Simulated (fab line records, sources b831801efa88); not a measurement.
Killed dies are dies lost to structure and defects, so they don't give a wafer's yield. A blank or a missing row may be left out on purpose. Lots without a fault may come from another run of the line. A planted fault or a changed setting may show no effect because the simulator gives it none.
fab line records | flow sky130
record lots=6 wafers=18 last_day=50
route steps=708 shown SD_N@350 SD_P@359 RES_XHIGH@360 SALICIDE@361 LI_CONTACT@362 PAD_OPEN@708
lots that met no fault: from a run of the same line without faults
start_h: hours from the record's first day to the start of the lot's first wafer shown | wait_h: hours since the lot's step before | " the same as in the row above | L1.1+2: a row that stands for several wafers | - no value, or no start given | * or withheld: withheld | < > ~ a bound
route shown NAME@n: a module of which the file shows steps, and the number in the route of the first | usual: mean/standard deviation of fault-free wafers | same: alike in all rows | chamber/n: place in a boat | sites: the reading at each site | _std_site: their standard deviation | _edge_site: outer sites' mean less inner sites' | radius_mm: how far each site lies from the wafer's centre | mask NAME#n: copy n | behind: the tool/chamber that last shaped the wafer | hold: why the lot was held/for how many hours/how that ended | device: the transistor (n, p or np) that didn't switch | end of line: the same wafers' tests at the end of the route | a step without rows: its recipe alone | killed: dies lost to structure and defects at the first sort, not the wafer's yield | map: a wafer's dies, x killed, . not, _ none there
set.NAME: the setting as run; set.NAME@STEP: as run at that earlier step | model.NAME: the simulator's own value behind a step, which no gauge read
lots at some steps of the route; a table a step, a row a wafer
services: from which hour (start_h, from the record's first day; less than 0 if before it) a tool's chamber was out of use, for how many hours, and why
## steps
# step SKY_SD_N_OVL_MEAS_08
# usual SD_N_OVL=0.5/1.3
# columns lot.wafer tool chamber start_h wait_h SD_N_OVL[nm]
L544.1 overlay-01 - 661.67 0.1 0.2
L544.5 " - " " 0.8
L544.6 " - " " 1.7
L546.2 overlay-01 - 676.42 0.1 1.2
L546.4 " - " " 1.8
L546.6 " - " " 1.0
L561.1 overlay-02 - 788.76 0.1 -1.3
L561.3 " - " " 2.0
L561.4 " - " " 1.0
L562.1 overlay-01 - 804.46 0.1 -0.2
L562.5 " - " " 0.8
L562.6 " - " " -0.4
L563.2 overlay-02 - 807.12 0.1 1.6
L563.3 " - " " 2.3
L563.5 " - " " 1.0
L565.4 overlay-02 - 819.18 0.1 -0.5
L565.5 " - " " -0.1
L565.6 " - " " 0.8
# step SKY_SD_N_IMPLANT_09
# recipe species=As energy_kev=50 dose_cm2=4e+15 tilt_deg=0
# step SKY_SD_N_IMPLANT_10
# recipe species=P energy_kev=20 dose_cm2=1e+14 tilt_deg=0
# step SKY_SD_N_STRIP_11
# recipe chemistry=O2/N2 power_w=1400 pressure_mtorr=1500 platen_temp_c=withheld o2_flow_sccm=3000 n2_flow_sccm=300 overash_fraction=0.5
# usual drypump_motor_current_A=5.4/0.4 oes_product_au=0.527/0.0041 strip_time_to_endpoint_s=22.53/0.034
# columns lot.wafer tool chamber start_h wait_h drypump_motor_current_A oes_product_au rf_hours_counter_h strip_time_to_endpoint_s
L544.1 plasma_asher-01 1 662.00 0.1 5.5 0.526 55 22.56
L544.5 " 0 " " 5.5 0.530 - 22.48
L544.6 " 1 " " 5.5 0.535 - 22.52
L546.2 plasma_asher-02 1 676.75 0.1 4.7 0.531 101 22.54
L546.4 " 1 " " 4.7 0.525 - 22.46
L546.6 " 0 " " 5.9 0.523 - 22.48
L561.1 plasma_asher-01 0 789.10 0.1 5.4 0.526 68 22.46
L561.3 " 0 " " 5.4 0.526 - 22.45
L561.4 " 1 " " 5.5 0.521 - 22.47
L562.1 plasma_asher-02 1 804.80 0.1 4.7 0.524 6 22.55
L562.5 " 1 " " 4.7 0.528 - 22.55
L562.6 " 0 " " 5.9 0.532 - 22.52
L563.2 plasma_asher-04 1 807.45 0.1 5.0 0.529 96 22.55
L563.3 " 0 " " 5.6 0.530 - 22.57
L563.5 " 0 " " 5.6 0.528 - 22.56
L565.4 plasma_asher-01 0 819.53 0.1 5.4 0.529 - 22.56
L565.5 " 1 " " 5.5 0.525 - 22.51
L565.6 " 0 " " 5.4 0.534 - 22.56
# step SKY_SD_N_TW_MEAS_12
# usual SD_N_TW=3956/28
# columns lot.wafer tool chamber start_h wait_h SD_N_TW
L544.1 film_metro-02 - 662.10 0.1 3969
L544.5 " - " " 3984
L544.6 " - " " 3978
L546.2 film_metro-02 - 676.86 0.1 3960
L546.4 " - " " 3954
L546.6 " - " " 3950
L561.1 film_metro-03 - 789.20 0.1 3929
L561.3 " - " " 3922
L561.4 " - " " 3975
L562.1 film_metro-01 - 804.90 0.1 4004
L562.5 " - " " 4008
L562.6 " - " " 3992
L563.2 film_metro-03 - 807.56 0.1 3932
L563.3 " - " " 3920
L563.5 " - " " 3942
L565.4 film_metro-01 - 819.63 0.1 3995
L565.5 " - " " 4015
L565.6 " - " " 4019
# step SKY_SD_N_CLEAN_13
# recipe chemistry=SC1/SC2 mix=1:4:20 temp_c=70 time_s=150 dry=n2_spin
# step SKY_SD_N_RTA_14
# recipe temp_c=1075 time_s=2 idle_temp_c=650 ramp_up_c_per_s=150 ramp_down_c_per_s=90 ambient=N2
# usual lamp_power_pct=15.74/0.052 wafer_temp_C_max=1078.1/1.5
# same time_s=2
# columns lot.wafer tool chamber start_h wait_h lamp_power_pct wafer_temp_C_max
L544.1 rtp_anneal-02 0 662.21 0.0 15.73 1077.7
L544.5 " 0 " " 15.84 1077.6
L544.6 " 0 " " 15.64 1079.2
L546.2 rtp_anneal-02 0 676.97 0.0 15.69 1076.3
L546.4 " 0 " " 15.74 1077.1
L546.6 " 0 " " 15.68 1081.5
L561.1 rtp_anneal-01 0 789.31 0.0 15.76 1079.4
L561.3 " 0 " " 15.68 1079.5
L561.4 " 0 " " 15.70 1077.6
L562.1 rtp_anneal-02 0 805.01 0.0 15.82 1077.9
L562.5 " 0 " " 15.68 1077.9
L562.6 " 0 " " 15.73 1077.0
L563.2 rtp_anneal-01 0 807.67 0.0 15.73 1077.7
L563.3 " 0 " " 15.74 1077.3
L563.5 " 0 " " 15.72 1078.1
L565.4 rtp_anneal-01 0 819.74 0.0 15.73 1078.9
L565.5 " 0 " " 15.70 1079.2
L565.6 " 0 " " 15.64 1077.9
# step SKY_SD_N_RS_MEAS_16
# recipe thk_meas_gauge=four-point-probe
# usual SD_N_RS=68.57/0.11
# columns lot.wafer tool chamber start_h wait_h SD_N_RS[ohm/sq]
L544.1 film_metro-03 - 662.39 0.1 68.73
L544.5 " - " " 68.53
L544.6 " - " " 68.60
L546.2 film_metro-02 - 677.16 0.1 68.59
L546.4 " - " " 68.74
L546.6 " - " " 68.57
L561.1 film_metro-01 - 789.54 0.1 68.61
L561.3 " - " " 68.63
L561.4 " - " " 68.74
L562.1 film_metro-03 - 805.19 0.1 68.59
L562.5 " - " " 68.60
L562.6 " - " " 68.70
L563.2 film_metro-03 - 807.86 0.1 68.56
L563.3 " - " " 68.45
L563.5 " - " " 68.52
L565.4 film_metro-03 - 819.94 0.1 68.49
L565.5 " - " " 68.67
L565.6 " - " " 68.36
# step SKY_SD_N_RS_MEAS_17
# recipe thk_meas_gauge=four-point-probe
# usual SD_P_RS=147.0/0.39
# columns lot.wafer tool chamber start_h wait_h SD_P_RS[ohm/sq]
L544.1 film_metro-03 - 662.51 0.1 146.9
L544.5 " - " " 147.3
L544.6 " - " " 147.3
L546.2 film_metro-02 - 677.28 0.1 147.4
L546.4 " - " " 146.9
L546.6 " - " " 147.4
L561.1 film_metro-01 - 789.66 0.1 147.3
L561.3 " - " " 147.2
L561.4 " - " " 147.3
L562.1 film_metro-03 - 805.31 0.1 147.1
L562.5 " - " " 146.8
L562.6 " - " " 147.3
L563.2 film_metro-03 - 807.98 0.1 146.8
L563.3 " - " " 146.9
L563.5 " - " " 146.6
L565.4 film_metro-03 - 820.06 0.1 146.9
L565.5 " - " " 147.0
L565.6 " - " " 146.4
# step SKY_SD_N_RS_MEAS_18
# recipe thk_meas_gauge=four-point-probe
# usual RES_XHIGH_RS=337.0/1.2
# columns lot.wafer tool chamber start_h wait_h RES_XHIGH_RS[ohm/sq]
L544.1 film_metro-03 - 662.63 0.1 336.0
L544.5 " - " " 336.1
L544.6 " - " " 337.9
L546.2 film_metro-02 - 677.40 0.1 336.9
L546.4 " - " " 337.4
L546.6 " - " " 337.0
L561.1 film_metro-01 - 789.78 0.1 337.6
L561.3 " - " " 336.6
L561.4 " - " " 336.2
L562.1 film_metro-03 - 805.43 0.1 337.7
L562.5 " - " " 338.5
L562.6 " - " " 338.4
L563.2 film_metro-03 - 808.10 0.1 337.6
L563.3 " - " " 339.0
L563.5 " - " " 338.6
L565.4 film_metro-03 - 820.18 0.1 337.7
L565.5 " - " " 338.0
L565.6 " - " " 337.8
# step SKY_SALICIDE_CLEAN_00
# recipe chemistry=HF-last time_s=30 dilution=100:1 dry=ipa_marangoni
# step SKY_LI_CONTACT_HDPCVD_00
# recipe material=PSG target_thk_nm=930 sigma_open_frac=0.3 time_s=155 temp_c=600 sih4_flow_sccm=60 pressure_mtorr=6
# usual run_length_s=182.7/0.58
# columns lot.wafer tool chamber start_h wait_h run_length_s model.PSG_of_LI_CONTACT_HDPCVD_00.thk_nm
L544.1 hdpcvd-01 2 662.76 0.0 194.1 1011
L544.5 " 1 " " 194.4 996.2
L544.6 " 2 " " 194.5 1002
L546.2 hdpcvd-01 0 677.52 0.0 194.8 1002
L546.4 " 2 " " 194.9 1012
L546.6 " 0 " " 194.9 1011
L561.1 hdpcvd-02 1 789.91 0.0 183.4 929.2
L561.3 " 0 " " 181.7 935.4
L561.4 " 1 " " 183.6 916.3
L562.1 hdpcvd-01 2 805.57 0.0 182.9 962
L562.5 " 0 " " 182.9 950.2
L562.6 " 1 " " 182.0 949.7
L563.2 hdpcvd-02 1 808.21 0.0 183.9 941
L563.3 " 0 " " 182.1 949.3
L563.5 " 1 " " 183.6 943
L565.4 hdpcvd-02 2 820.31 0.1 183.5 944.2
L565.5 " 0 " " 181.8 943.7
L565.6 " 1 " " 183.9 941.8
# step SKY_LI_CONTACT_THK_MEAS_01
# recipe reads=PSG_of_LI_CONTACT_HDPCVD_00
# usual LI_CONTACT_HDPCVD_THK=938/9.5
# columns lot.wafer tool chamber start_h wait_h LI_CONTACT_HDPCVD_THK[nm]
L544.1 film_metro-01 - 662.87 0.1 1011
L544.5 " - " " 996
L544.6 " - " " 1002
L546.2 film_metro-02 - 677.63 0.1 1002
L546.4 " - " " 1012
L546.6 " - " " 1012
L561.1 film_metro-03 - 790.01 0.1 930
L561.3 " - " " 936
L561.4 " - " " 916
L562.1 film_metro-03 - 805.67 0.1 961
L562.5 " - " " 950
L562.6 " - " " 949
L563.2 film_metro-01 - 808.33 0.1 941
L563.3 " - " " 950
L563.5 " - " " 944
L565.4 film_metro-02 - 820.39 0.0 944
L565.5 " - " " 943
L565.6 " - " " 942
# step SKY_LI_CONTACT_CMP_02
# recipe material=PSG down_force_psi=4 platen_rpm=60 pad_velocity_m_s=0.94248
# usual motor_current_A=11.6/1 time_to_endpoint_s=32.0/2.7
# columns lot.wafer tool chamber start_h wait_h motor_current_A time_to_endpoint_s
L544.1 cmp-02 1 663.08 0.2 10.9 39.5
L544.5 " 2 " " 10.9 38.5
L544.6 " 3 " " 13.5 41.4
L546.2 cmp-01 0 677.85 0.2 12.3 39.0
L546.4 " 2 " " 12.5 40.4
L546.6 " 0 " " 12.0 40.3
L561.3 cmp-01 0 790.07 0.0 12.1 25.6
L561.4 " 2 " " 13.0 24.2
L561.1 " 3 " " 12.4 28.6
L562.1 cmp-01 3 805.78 0.1 13.5 32.2
L562.5 " 2 " " 12.6 30.1
L562.6 " 3 " " 12.5 31.6
L563.2 cmp-02 2 808.43 0.1 10.7 33.5
L563.3 " 0 " " 11.5 36.7
L563.5 " 1 " " 10.6 34.8
L565.4 cmp-02 2 820.42 0.0 10.3 35.7
L565.6 " 2 " " 10.5 33.7
L565.5 " 3 " " 12.7 33.1
# step SKY_LI_CONTACT_BOW_MEAS_03
# recipe mode=bow
# usual LI_CONTACT_BOW=55/6
# columns lot.wafer tool chamber start_h wait_h LI_CONTACT_BOW[um]
L544.1 film_metro-02 - 663.23 0.1 59
L544.5 " - " " 48
L544.6 " - " " 55
L546.2 film_metro-02 - 678.17 0.3 51
L546.4 " - " " 54
L546.6 " - " " 54
L561.1 film_metro-01 - 790.37 0.1 53
L561.3 " - " " 54
L561.4 " - " " 55
L562.1 film_metro-01 - 806.03 0.2 57
L562.5 " - " " 54
L562.6 " - " " 64
L563.2 film_metro-03 - 808.70 0.2 58
L563.3 " - " " 64
L563.5 " - " " 61
L565.4 film_metro-01 - 820.78 0.3 59
L565.5 " - " " 52
L565.6 " - " " 72
# step SKY_PAD_OPEN_PROBE_99
# usual killed_at_M0_to_M3=44/7.1 killed_at_M4_up=3.1/1.9 killed_at_contacts=25/5.8 killed_at_front_end=16/4.5 killed_at_other=0.3/0.52 killed_dies=88/9.1 killed_open=48/6.8 killed_short=39/5.8
# same gross_dies=492 killed_at_back_side=0
# columns lot.wafer tool chamber start_h wait_h killed_at_M0_to_M3 killed_at_M4_up killed_at_contacts killed_at_front_end killed_at_other killed_dies killed_open killed_short
L544.1 prober-01 - 1089.91 0.1 35 5 21 18 0 79 47 32
L544.5 prober-01 - 1090.11 0.2 49 2 22 19 0 92 53 36
L544.6 prober-01 - 1090.16 0.2 41 4 19 18 0 82 42 39
L546.2 prober-01 - 1101.26 0.1 41 1 17 21 1 81 45 36
L546.4 prober-01 - 1101.36 0.2 33 2 25 13 0 73 37 36
L546.6 prober-01 - 1101.46 0.2 36 2 20 17 0 75 43 32
L562.1 prober-01 - 1187.96 0.1 41 4 22 11 0 78 44 34
L562.5 prober-01 - 1188.16 0.2 61 1 19 12 0 93 59 34
L562.6 prober-01 - 1188.21 0.2 37 3 21 14 1 76 41 35
L563.2 prober-02 - 1191.66 0.1 57 4 38 10 0 109 59 50
L563.3 prober-02 - 1191.71 0.2 47 4 28 15 0 94 51 42
L563.5 prober-02 - 1191.81 0.2 50 5 24 8 0 87 49 37
L565.4 prober-02 - 1197.12 0.2 39 4 21 9 1 74 39 35
L565.5 prober-02 - 1197.17 0.2 40 8 21 17 2 88 38 48
L565.6 prober-02 - 1197.22 0.2 38 3 21 16 0 78 46 32
# killed by level:class
L544.1 VIA1:geometric_particle:open=10 CONTACT:geometric_particle:open=10 CONTACT:geometric_particle:short=5 VIA2:geometric_particle:open=5 FIELD_ISO:geometric_particle:short=4 POLY_GATE:geometric_particle:open=4 POLY_GATE:geometric_particle:short=4 LI_CONTACT:geometric_particle:open=4
L544.5 CONTACT:geometric_particle:open=11 METAL2:geometric_particle:short=11 VIA2:geometric_particle:open=9 VIA1:geometric_particle:open=8 VIA3:geometric_particle:open=7 FIELD_ISO:geometric_particle:open=5 VIA3:geometric_particle:short=5 LI_CONTACT:geometric_particle:open=4
L544.6 VIA1:geometric_particle:open=7 METAL1:geometric_particle:short=7 VIA3:geometric_particle:open=6 LI_CONTACT:geometric_particle:open=5 CONTACT:geometric_particle:open=5 POLY_GATE:geometric_particle:open=4 VIA1:geometric_particle:short=4 CONTACT:geometric_particle:short=4
L546.2 VIA1:geometric_particle:open=10 LI_CONTACT:geometric_particle:open=6 METAL2:geometric_particle:short=6 FIELD_ISO:geometric_particle:open=5 POLY_GATE:geometric_particle:open=5 VIA1:geometric_particle:short=5 VIA3:geometric_particle:open=5 POLY_GATE:geometric_particle:short=4
L546.4 CONTACT:geometric_particle:open=9 VIA1:geometric_particle:short=7 VIA3:geometric_particle:open=7 LI_CONTACT:geometric_particle:open=6 METAL1:geometric_particle:short=5 CONTACT:geometric_particle:short=4 FIELD_ISO:geometric_particle:open=3 POLY_GATE:geometric_particle:open=3
L546.6 LI_CONTACT:geometric_particle:open=11 VIA1:geometric_particle:open=7 METAL2:geometric_particle:short=7 FIELD_ISO:geometric_particle:open=5 VIA1:geometric_particle:short=5 VIA3:geometric_particle:open=5 VIA2:geometric_particle:open=4 VIA3:geometric_particle:short=4
L562.1 CONTACT:geometric_particle:open=12 VIA1:geometric_particle:open=11 METAL2:geometric_particle:short=7 VIA3:geometric_particle:open=6 VIA2:geometric_particle:short=5 FIELD_ISO:geometric_particle:short=4 POLY_GATE:geometric_particle:open=4 CONTACT:geometric_particle:short=4
L562.5 VIA1:geometric_particle:open=18 LI_CONTACT:geometric_particle:open=8 METAL1:geometric_particle:short=8 METAL2:geometric_particle:short=8 CONTACT:geometric_particle:open=7 VIA3:geometric_particle:open=6 VIA1:geometric_particle:short=5 VIA2:geometric_particle:open=5
L562.6 METAL2:geometric_particle:short=9 CONTACT:geometric_particle:open=9 VIA1:geometric_particle:open=9 LI_CONTACT:geometric_particle:open=6 LOCAL_INTERCONNECT:geometric_particle:short=6 VIA2:geometric_particle:open=5 POLY_GATE:geometric_particle:short=4 POLY_GATE:geometric_particle:open=3
L563.2 VIA1:geometric_particle:open=15 CONTACT:geometric_particle:open=12 LI_CONTACT:geometric_particle:open=8 VIA1:geometric_particle:short=8 LOCAL_INTERCONNECT:geometric_particle:short=7 VIA3:geometric_particle:open=6 VIA3:geometric_particle:short=6 CONTACT:geometric_particle:short=6
L563.3 LI_CONTACT:geometric_particle:open=11 CONTACT:geometric_particle:open=9 METAL1:geometric_particle:short=8 VIA2:geometric_particle:open=7 METAL2:geometric_particle:short=6 VIA3:geometric_particle:open=6 CONTACT:geometric_particle:short=5 VIA1:geometric_particle:short=5
L563.5 VIA1:geometric_particle:open=11 LI_CONTACT:geometric_particle:open=9 VIA1:geometric_particle:short=9 VIA3:geometric_particle:open=8 VIA2:geometric_particle:open=6 CONTACT:geometric_particle:open=6 CONTACT:geometric_particle:short=5 METAL1:geometric_particle:short=5
L565.4 VIA1:geometric_particle:open=9 METAL1:geometric_particle:short=8 CONTACT:geometric_particle:open=8 LI_CONTACT:geometric_particle:open=6 METAL3:geometric_particle:short=4 VIA2:geometric_particle:short=4 VIA2:geometric_particle:open=4 POLY_CUT:geometric_particle:open=3
L565.5 CONTACT:geometric_particle:open=10 VIA2:geometric_particle:open=8 VIA1:geometric_particle:open=7 LOCAL_INTERCONNECT:geometric_particle:short=6 METAL2:geometric_particle:short=6 FIELD_ISO:geometric_particle:short=5 POLY_GATE:geometric_particle:open=5 METAL1:geometric_particle:short=5
L565.6 CONTACT:geometric_particle:open=9 VIA3:geometric_particle:open=9 VIA1:geometric_particle:open=8 FIELD_ISO:geometric_particle:open=5 METAL1:geometric_particle:short=5 POLY_GATE:geometric_particle:open=4 CONTACT:geometric_particle:short=4 LI_CONTACT:geometric_particle:open=3
## services
# columns tool chamber start_h hours kind
cmp-02 - 638.90 15.2 pm
plasma_asher-04 - 639.15 8.6 repair
hdpcvd-02 - 650.75 15.0 pm
hdpcvd-02 0 650.75 15.0 vent_cycle
hdpcvd-02 1 650.75 15.0 vent_cycle
hdpcvd-02 2 650.75 15.0 vent_cycle
cmp-02 - 654.14 5.7 pm
cmp-01 - 667.76 0.6 repair
cmp-01 - 670.16 4.0 pm
cmp-02 - 677.22 0.2 repair
hdpcvd-02 2 686.48 5.4 repair
cmp-01 - 696.49 5.8 repair
rtp_anneal-01 - 707.12 4.0 pm
plasma_asher-04 - 710.25 3.0 repair
cmp-01 - 722.53 5.2 pm
plasma_asher-02 - 733.75 9.0 pm
plasma_asher-01 - 738.37 2.1 repair
cmp-02 - 744.00 4.0 pm
hdpcvd-01 - 748.36 2.8 pm
cmp-02 - 752.54 1.6 repair
plasma_asher-01 - 761.39 0.6 repair
hdpcvd-02 - 765.40 1.0 repair
hdpcvd-01 - 766.99 5.5 pm
cmp-01 - 785.94 0.7 repair
## key
first_sign step=SKY_LI_CONTACT_HDPCVD_00 reading=run_length_s direction=up sigmas=21 usual=* struck=*
effect step=SKY_LI_CONTACT_THK_MEAS_01 reading=LI_CONTACT_HDPCVD_THK direction=up sigmas=7.2 usual=938 struck=1006
effect step=SKY_LI_CONTACT_CMP_02 reading=time_to_endpoint_s direction=up sigmas=2.9 usual=* struck=*
model_effect step=SKY_LI_CONTACT_HDPCVD_00 value=PSG_of_LI_CONTACT_HDPCVD_00.thk_nm without=935.2 struck=1006
met_at SKY_LI_CONTACT_HDPCVD_00
struck_wafers L544.1,L544.5,L544.6,L546.2,L546.4,L546.6
tester_left_out L544,L546
fault kind=process_parameter_drift tool=hdpcvd-01 chamber=- onset_h=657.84 steps=SKY_LI_CONTACT_HDPCVD_00 channel=time_s offset=* shape=step end_h=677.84 acts_in=* stated=*
# tester_left_out: of these lots the tester's yield and bins aren't shown, on N5 and GAA mostly nor the transistor test; their killed dies are dies lost to structure and defects alone, not to doping, threshold or leakage, so they don't give the yield
